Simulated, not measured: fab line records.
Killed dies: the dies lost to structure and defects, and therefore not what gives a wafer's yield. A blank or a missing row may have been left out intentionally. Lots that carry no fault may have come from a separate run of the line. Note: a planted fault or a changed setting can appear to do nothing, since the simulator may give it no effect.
fab line records	flow gf180mcu
[record] lots = 5	wafers = 15	last_day = 34
route steps=602 shown V2@393 M3@409
lots with no fault: from the same line, run without faults
start_h: start of the lot's first displayed wafer, in hours after the record's first day	wait_h: hours from the lot's prior step to this one	" same as the row above	L1.1+2: a row that stands for several wafers	- no value, or no start given	* or withheld: withheld	< > ~ a bound
route shown NAME@n: a module of which the file shows steps, and the number in the route of the first	usual: the fault-free wafers' mean and standard deviation	same: alike in all rows	chamber/n: place in a boat	sites: each site's reading	_std_site: how widely they spread, as a standard deviation	_edge_site: the outer-site mean with the inner-site mean subtracted	radius_mm: for every site, how far away it sits from the centre of the wafer	mask NAME#n: copy n	behind: the tool/chamber that last shaped the wafer	hold: cause of the lot's hold/its duration in hours/its outcome	device: which transistor (n, p or np) failed to switch	end of line: the tests these same wafers got at the end of their route	for a step that has no rows: nothing shown but its recipe	killed: the dies lost at the first sort to structure and to defects; this is not the yield of the wafer	map: a wafer's dies, x killed, . not, _ none there
set.NAME: the setting that was run; set.NAME@STEP: the one run at that earlier step	model.NAME: the simulator's own value behind a step, which no gauge read
a table for each step, a row for each wafer; lots at some steps of the route
services: from which hour (start_h, from the record's first day; less than 0 if before it) a tool's chamber was out of use, for how many hours, and why
[[steps]]
[step GF_V2_EXPOSE_11]
[recipe] mask_id = Via2	target_cd_nm = 260	na = 0.68	source_shape = conventional	sigma_outer = 0.6	dose_mj = 38
[step GF_V2_PEB_12]
[recipe] peb_temp_c = 135	peb_time_s = 90	resist = KrF
[step GF_V2_DEVELOP_13]
[recipe] develop_time_s = 60	resist = KrF	dev_temp_c = 21
[step GF_V2_CD_MEAS_14]
[recipe] target_cd_nm = 260
[usual] cd_nm = 259.9/1.2
lot.wafer	tool	chamber	start_h	wait_h	cd_nm
L392.2	cd_sem-02	-	505.00	0.1	259.6
L392.5	"	-	"	"	258.9
L392.6	"	-	"	"	259.2
L396.1	cd_sem-01	-	541.26	0.1	260.6
L396.5	"	-	"	"	260.0
L396.6	"	-	"	"	260.1
L400.2	cd_sem-02	-	578.65	0.1	258.0
L400.5	"	-	"	"	259.2
L400.6	"	-	"	"	261.0
L409.4	cd_sem-02	-	639.17	0.1	259.4
L409.5	"	-	"	"	259.3
L409.6	"	-	"	"	259.1
L410.1	cd_sem-02	-	645.97	0.1	259.7
L410.2	"	-	"	"	258.9
L410.6	"	-	"	"	259.9
[step GF_V2_OVL_MEAS_15]
[usual] V2_OVL = 4/5.8
lot.wafer	tool	chamber	start_h	wait_h	V2_OVL[nm]
L392.2	overlay-01	-	505.10	0.1	1
L392.5	"	-	"	"	-4
L392.6	"	-	"	"	-2
L396.1	overlay-02	-	541.38	0.1	6
L396.5	"	-	"	"	9
L396.6	"	-	"	"	10
L400.2	overlay-02	-	578.77	0.1	2
L400.5	"	-	"	"	2
L400.6	"	-	"	"	0
L409.4	overlay-01	-	639.24	0.1	4
L409.5	"	-	"	"	0
L409.6	"	-	"	"	7
L410.1	overlay-01	-	646.09	0.1	14
L410.2	"	-	"	"	14
L410.6	"	-	"	"	2
[step GF_V2_ETCH_16]
[recipe] chemistry = N2/H2	target_depth_a = withheld	overetch_a = withheld	time_s = withheld	target = BARC	ion_energy_ev = 200	source_w = 500	bias_w = 100	pressure_mtorr = 30	n2_flow_sccm = 100	h2_flow_sccm = 200
[usual] drypump_motor_current_A = 5.78/0.25	oes_product_au = 0.855/0.0044	throttle_valve_pct = 13.226/0.0093
lot.wafer	tool	chamber	start_h	wait_h	drypump_motor_current_A	oes_product_au	throttle_valve_pct
L392.2	rie_diel-01	3	505.13	0.0	5.72	0.848	13.236
L392.5	"	2	"	"	6.04	0.853	13.222
L392.6	"	3	"	"	5.70	0.856	13.224
L396.1	rie_diel-01	2	541.41	0.0	6.02	0.850	13.221
L396.5	"	3	"	"	5.72	0.849	13.233
L396.6	"	0	"	"	5.77	0.850	13.223
L400.2	rie_diel-04	0	578.80	0.0	5.70	0.850	13.230
L400.5	"	2	"	"	5.66	0.852	13.223
L400.6	"	1	"	"	5.05	0.853	13.211
L409.4	rie_diel-01	1	639.26	0.0	6.05	0.855	13.213
L409.5	"	3	"	"	5.73	0.857	13.215
L409.6	"	0	"	"	5.77	0.856	13.227
L410.1	rie_diel-04	1	646.13	0.0	5.06	0.858	13.214
L410.2	"	0	"	"	5.67	0.848	13.238
L410.6	"	1	"	"	5.04	0.858	13.220
[step GF_V2_ETCH_17]
[recipe] chemistry = C4F8/O2/Ar	mask_material = KrF	target = SiO2	stop_on = TiN	source_w = 1500	bias_w = 1200	pressure_mtorr = 40	c4f8_flow_sccm = withheld	O2_flow_sccm = 6	Ar_flow_sccm = 300	time_s = withheld	target_depth_a = 6300
[usual] oes_product_au = 0.855/0.0044
lot.wafer	tool	chamber	start_h	wait_h	oes_product_au
L392.2	rie_diel-01	3	-	-	0.846
L392.5	"	2	"	"	0.856
L392.6	"	3	"	"	0.857
L396.1	rie_diel-01	2	-	-	0.857
L396.5	"	3	"	"	0.859
L396.6	"	0	"	"	0.854
L400.2	rie_diel-04	0	-	-	0.862
L400.5	"	2	"	"	0.856
L400.6	"	1	"	"	0.862
L409.4	rie_diel-01	1	-	-	0.854
L409.5	"	3	"	"	0.849
L409.6	"	0	"	"	0.853
L410.1	rie_diel-04	1	-	-	0.867
L410.2	"	0	"	"	0.863
L410.6	"	1	"	"	0.852
[step GF_V2_STRIP_18]
[recipe] chemistry = O2/N2	power_w = 1400	pressure_mtorr = 1500	platen_temp_c = 250	o2_flow_sccm = 3000	n2_flow_sccm = 300	overash_fraction = 0.5
[step GF_V2_STRIP_19]
[recipe] chemistry = post_etch_residue_remover	time_s = 1200	temp_c = 72.5
[step GF_V2_CLEAN_20]
[recipe] chemistry = DIW	dry = n2_spin
[step GF_V2_SPUTTER_21]
[recipe] material = Ti	target_thk_nm = 15	chamber_pressure_pa = 5	power_w = 2500	substrate_temp_c = 200	time_s = 80.02
[usual] throttle_valve_pct = 30.2/0.75
lot.wafer	tool	chamber	start_h	wait_h	throttle_valve_pct
L392.2	pvd_sputter-01	-	505.80	0.0	29.8
L392.5	"	-	"	"	30.2
L392.6	"	-	"	"	29.4
L396.1	pvd_sputter-02	-	542.07	0.0	30.5
L396.5	"	-	"	"	31.5
L396.6	"	-	"	"	31.0
L400.2	pvd_sputter-01	-	579.46	0.0	30.4
L400.5	"	-	"	"	29.6
L400.6	"	-	"	"	29.1
L409.4	pvd_sputter-03	-	639.92	0.0	30.4
L409.5	"	-	"	"	30.2
L409.6	"	-	"	"	29.4
L410.1	pvd_sputter-02	-	646.80	0.0	30.6
L410.2	"	-	"	"	30.6
L410.6	"	-	"	"	30.8
[step GF_V2_SPUTTER_22]
[recipe] material = TiN	target_thk_nm = 10	chamber_pressure_pa = 5	power_w = 4000	time_s = 40
[usual] throttle_valve_pct = 30.2/0.74
lot.wafer	tool	chamber	start_h	wait_h	throttle_valve_pct
L392.2	pvd_sputter-01	-	505.86	0.0	29.9
L392.5	"	-	"	"	30.3
L392.6	"	-	"	"	29.2
L396.1	pvd_sputter-02	-	542.14	0.0	30.6
L396.5	"	-	"	"	31.7
L396.6	"	-	"	"	30.9
L400.2	pvd_sputter-01	-	579.52	0.0	30.3
L400.5	"	-	"	"	29.6
L400.6	"	-	"	"	29.0
L409.4	pvd_sputter-03	-	639.98	0.0	30.2
L409.5	"	-	"	"	30.1
L409.6	"	-	"	"	29.2
L410.1	pvd_sputter-02	-	646.86	0.0	30.8
L410.2	"	-	"	"	30.8
L410.6	"	-	"	"	30.9
[step GF_V2_CVD_23]
[recipe] material = W	target_thk_nm = 350	time_s = 104.94	temp_c = 400	pressure_torr = 40
[usual] heater_power_w = 810/17
lot.wafer	tool	chamber	start_h	wait_h	heater_power_w	model.W_of_V2_CVD_23.thk_nm
L392.2	cvd_w-01	1	505.90	0.0	815	349.5
L392.5	"	1	"	"	831	358.2
L392.6	"	0	"	"	829	352.3
L396.1	cvd_w-01	1	542.17	0.0	842	348.7
L396.5	"	0	"	"	825	351.8
L396.6	"	1	"	"	832	354
L400.2	cvd_w-01	1	579.56	0.0	846	203.2
L400.5	"	0	"	"	809	354.3
L400.6	"	1	"	"	845	350.6
L409.4	cvd_w-02	1	640.06	0.1	808	355.9
L409.5	"	0	"	"	813	343.5
L409.6	"	1	"	"	800	354
L410.1	cvd_w-02	1	646.90	0.0	786	361
L410.2	"	0	"	"	809	349.8
L410.6	"	1	"	"	807	358.6
[step GF_V2_RS_MEAS_24]
[recipe] thk_meas_gauge = four-point-probe	reads = W_of_V2_CVD_23+TiN_of_V2_SPUTTER_22+Ti_of_V2_SPUTTER_21
[usual] V2_W_RS = 0.326/0.0049
lot.wafer	tool	chamber	start_h	wait_h	V2_W_RS[ohm/sq]
L392.2	film_metro-02	-	506.04	0.1	0.327
L392.5	"	-	"	"	0.320
L392.6	"	-	"	"	0.324
L396.1	film_metro-02	-	542.29	0.1	0.328
L396.5	"	-	"	"	0.326
L396.6	"	-	"	"	0.324
L400.2	film_metro-02	-	579.69	0.1	0.567
L400.5	"	-	"	"	0.322
L400.6	"	-	"	"	0.326
L409.4	film_metro-02	-	640.20	0.1	0.321
L409.5	"	-	"	"	0.334
L409.6	"	-	"	"	0.324
L410.1	film_metro-04	-	647.01	0.1	0.318
L410.2	"	-	"	"	0.327
L410.6	"	-	"	"	0.320
[step GF_V2_THK_MEAS_25]
[recipe] thk_meas_gauge = xrf	reads = W_of_V2_CVD_23
[usual] V2_W_THK = 360/7.5
lot.wafer	tool	chamber	start_h	wait_h	V2_W_THK[nm]
L392.2	film_metro-02	-	506.15	0.1	359
L392.5	"	-	"	"	368
L392.6	"	-	"	"	363
L396.1	film_metro-02	-	542.41	0.1	352
L396.5	"	-	"	"	356
L396.6	"	-	"	"	360
L400.2	film_metro-02	-	579.80	0.1	206
L400.5	"	-	"	"	361
L400.6	"	-	"	"	358
L409.4	film_metro-02	-	640.29	0.1	358
L409.5	"	-	"	"	349
L409.6	"	-	"	"	357
L410.1	film_metro-04	-	647.13	0.1	369
L410.2	"	-	"	"	356
L410.6	"	-	"	"	367
[step GF_V2_CMP_26]
[recipe] stop_on = SiO2	down_force_psi = 3.5	platen_rpm = 60	t_overpolish_s = 15	target_thk_nm = 0	pad_velocity_m_s = 0.94248
[usual] motor_current_A = 11.5/1.1	time_to_endpoint_s = 87/4.7
lot.wafer	tool	chamber	start_h	wait_h	motor_current_A	time_to_endpoint_s
L392.2	cmp-01	0	506.30	0.1	10.7	80
L392.6	"	2	"	"	12.2	92
L392.5	"	3	"	"	10.4	83
L396.1	cmp-01	2	542.54	0.1	12.1	92
L396.6	"	1	"	"	10.2	88
L396.5	"	2	"	"	12.8	95
L400.2	cmp-02	1	580.00	0.2	13.3	48
L400.5	"	2	"	"	10.1	90
L400.6	"	3	"	"	12.0	92
L409.4	cmp-02	3	640.42	0.1	12.5	90
L409.5	"	1	"	"	13.1	86
L409.6	"	2	"	"	10.6	87
L410.2	cmp-01	3	647.24	0.1	10.3	83
L410.1	"	0	"	"	10.9	85
L410.6	"	3	"	"	10.7	85
[step GF_M3_SPUTTER_00]
[recipe] material = Ti	target_thk_nm = 37.5	arriving_ion_energy_ev = 80	substrate_temp_c = 200	chamber_pressure_pa = 2	power_w = 4000	time_s = 150
[usual] throttle_valve_pct = 30.2/0.7
lot.wafer	tool	chamber	start_h	wait_h	throttle_valve_pct
L392.2	pvd_sputter-03	-	506.50	0.1	30.4
L392.5	"	-	"	"	29.6
L392.6	"	-	"	"	29.9
L396.1	pvd_sputter-03	-	542.79	0.2	29.5
L396.5	"	-	"	"	29.3
L396.6	"	-	"	"	29.5
L400.2	pvd_sputter-02	-	580.15	0.1	30.8
L400.5	"	-	"	"	30.9
L400.6	"	-	"	"	31.6
L409.4	pvd_sputter-04	-	640.62	0.1	29.9
L409.5	"	-	"	"	30.3
L409.6	"	-	"	"	29.2
L410.1	pvd_sputter-04	-	647.49	0.1	30.6
L410.2	"	-	"	"	29.1
L410.6	"	-	"	"	31.1
[[services]]
tool	chamber	start_h	hours	kind
cmp-02	-	481.50	7.1	pm
rie_diel-04	0	483.45	9.7	repair
rie_diel-01	-	489.87	2.8	pm
pvd_sputter-02	-	499.35	2.1	repair
rie_diel-04	1	514.77	-	clean
rie_diel-04	1	514.77	25.7	scheduled_down
rie_diel-04	1	514.77	25.7	vent_cycle
pvd_sputter-03	-	515.11	2.0	repair
rie_diel-01	1	520.71	33.1	repair
cmp-01	-	526.26	4.3	pm
pvd_sputter-01	-	533.81	3.8	repair
pvd_sputter-02	-	543.45	4.4	repair
pvd_sputter-04	-	548.52	0.6	repair
cvd_w-01	0	564.26	5.2	repair
rie_diel-04	0	568.01	1.7	repair
cmp-02	-	572.49	4.0	pm
cvd_w-01	-	580.15	0.9	repair
pvd_sputter-04	-	583.50	3.4	repair
pvd_sputter-02	3	590.44	-	consumable_replace:kit
pvd_sputter-02	3	590.44	18.0	scheduled_down
pvd_sputter-02	3	590.44	18.0	vent_cycle
pvd_sputter-04	-	614.11	9.4	repair
rie_diel-04	3	639.72	-	clean
pvd_sputter-03	-	643.75	4.7	repair
[[key]]
[first_sign] step = GF_V2_RS_MEAS_24	reading = V2_W_RS	direction = up	sigmas = 49	usual = 0.326	struck = 0.567
[effect] step = GF_V2_THK_MEAS_25	reading = V2_W_THK	direction = down	sigmas = 20	usual = 360	struck = 206
[effect] step = GF_V2_CMP_26	reading = time_to_endpoint_s	direction = down	sigmas = 8.3	usual = *	struck = *
[model_effect] step = GF_V2_CVD_23	value = W_of_V2_CVD_23.thk_nm	without = 352.2	struck = 203.2
met_at GF_V2_CVD_23
struck_wafers L400.2
onset_between 542.17 579.56
[fault] kind = process_parameter_drift	tool = cvd_w-01	chamber = -	onset_h = 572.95	steps = GF_V2_CVD_23	channel = target_thk_nm	offset = -148.94	shape = step	end_h = 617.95	scope = struck_wafers_only	acts_in = these_recipes_only	stated = 350
